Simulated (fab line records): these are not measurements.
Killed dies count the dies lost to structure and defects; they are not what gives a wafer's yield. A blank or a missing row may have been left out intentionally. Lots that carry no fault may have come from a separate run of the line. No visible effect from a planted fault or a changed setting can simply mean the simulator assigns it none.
Matching of chambers + flow sky130 + SKY_VIA1_CMP_24 on cmp-01 has 4 sister chambers
The step polishes, stops on SiO2, t overpolish 15 s, target thk 0 nm. 16 wafers are shown with their chamber, then 8 later ones without.

## WAFERS WITH THEIR CHAMBER
| wafer  | chamber | motor-current-A (A) | time-to-endpoint-s (s) | overpolish-run-s (s) |
|--------|---------|---------------------|------------------------|----------------------|
| L463.4 | 1       | 11.3                | 76                     | 14.994               |
| L463.5 | 0       | 10.0                | 70                     | 14.998               |
| L463.6 | 3       | 12.2                | 70                     | 14.998               |
| L466.1 | 2       | 9.2                 | 65                     | 14.999               |
| L466.3 | 0       | 9.5                 | 63                     | 14.992               |
| L466.4 | 3       | 12.2                | 68                     | 14.993               |
| L467.3 | 3       | 12.1                | 65                     | 15.012               |
| L467.4 | 1       | 11.4                | 71                     | 15.002               |
| L467.6 | 1       | 11.3                | 71                     | 14.996               |
| L476.3 | 1       | 11.1                | 67                     | 15.006               |
| L476.5 | 3       | 12.4                | 65                     | 15.002               |
| L476.6 | 0       | 10.0                | 64                     | 14.985               |
| L481.1 | 2       | 10.0                | 65                     | 15.005               |
| L481.5 | 2       | 9.0                 | 65                     | 14.996               |
| L481.6 | 1       | 10.8                | 73                     | 14.990               |
| L483.1 | 3       | 11.8                | 65                     | 15.005               |

SIGNATURES (averages over the wafers above)
| reading            | chamber 0 | chamber 1 | chamber 2 | chamber 3 | scatter within a chamber |
|--------------------|-----------|-----------|-----------|-----------|--------------------------|
| motor-current-A    | 9.833     | 11.180    | 9.400     | 12.140    | 0.309                    |
| time-to-endpoint-s | 65.67     | 71.60     | 65.00     | 66.60     | 2.78                     |
| overpolish-run-s   | 14.99167  | 14.99760  | 15.00000  | 15.00200  | 0.00643                  |
Rule: a wafer lies at a distance from a chamber equal to the root of the sum of squares, over the readings, of (its reading less the chamber's mean, divided by the reading's scatter). If the next closest chamber is less than 2 further off than the closest, the wafer can't be placed; otherwise it belongs to the closest. The scatter: the root of (the sum of the squares of (reading less its chamber's mean) over the shown wafers, divided by (wafers less chambers)).

## WAFERS MISSING THEIR CHAMBER
| wafer  | motor-current-A (A) | time-to-endpoint-s (s) | overpolish-run-s (s) |
|--------|---------------------|------------------------|----------------------|
| L483.2 | 11.6                | 69                     | 15.006               |
| L483.5 | 10.0                | 63                     | 15.008               |
| L484.1 | 9.5                 | 67                     | 14.997               |
| L484.3 | 11.7                | 71                     | 14.989               |
| L484.6 | 10.1                | 66                     | 15.008               |
| L485.2 | 9.6                 | 69                     | 15.002               |
| L485.3 | 12.3                | 71                     | 14.989               |
| L485.6 | 9.1                 | 65                     | 14.999               |

## WHICH CHAMBER EACH WENT THROUGH
| wafer  | from the rows above          | in truth |
|--------|------------------------------|----------|
| L483.2 | can't be placed: 3 or 1      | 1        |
| L483.5 | can't be placed: 2 or 0      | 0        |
| L484.1 | can't be placed: 2 or 0      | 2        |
| L484.3 | can't be placed: 1 or 3      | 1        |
| L484.6 | can't be placed: 2 or 0 or 1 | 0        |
| L485.2 | can't be placed: 2 or 0      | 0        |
| L485.3 | can't be placed: 3 or 1      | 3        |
| L485.6 | can't be placed: 2 or 0      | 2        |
Placed correctly: 0 of 8. Unplaceable from these rows: 8, with the true chamber sitting among the candidates in 8. Number placed wrongly: 0.
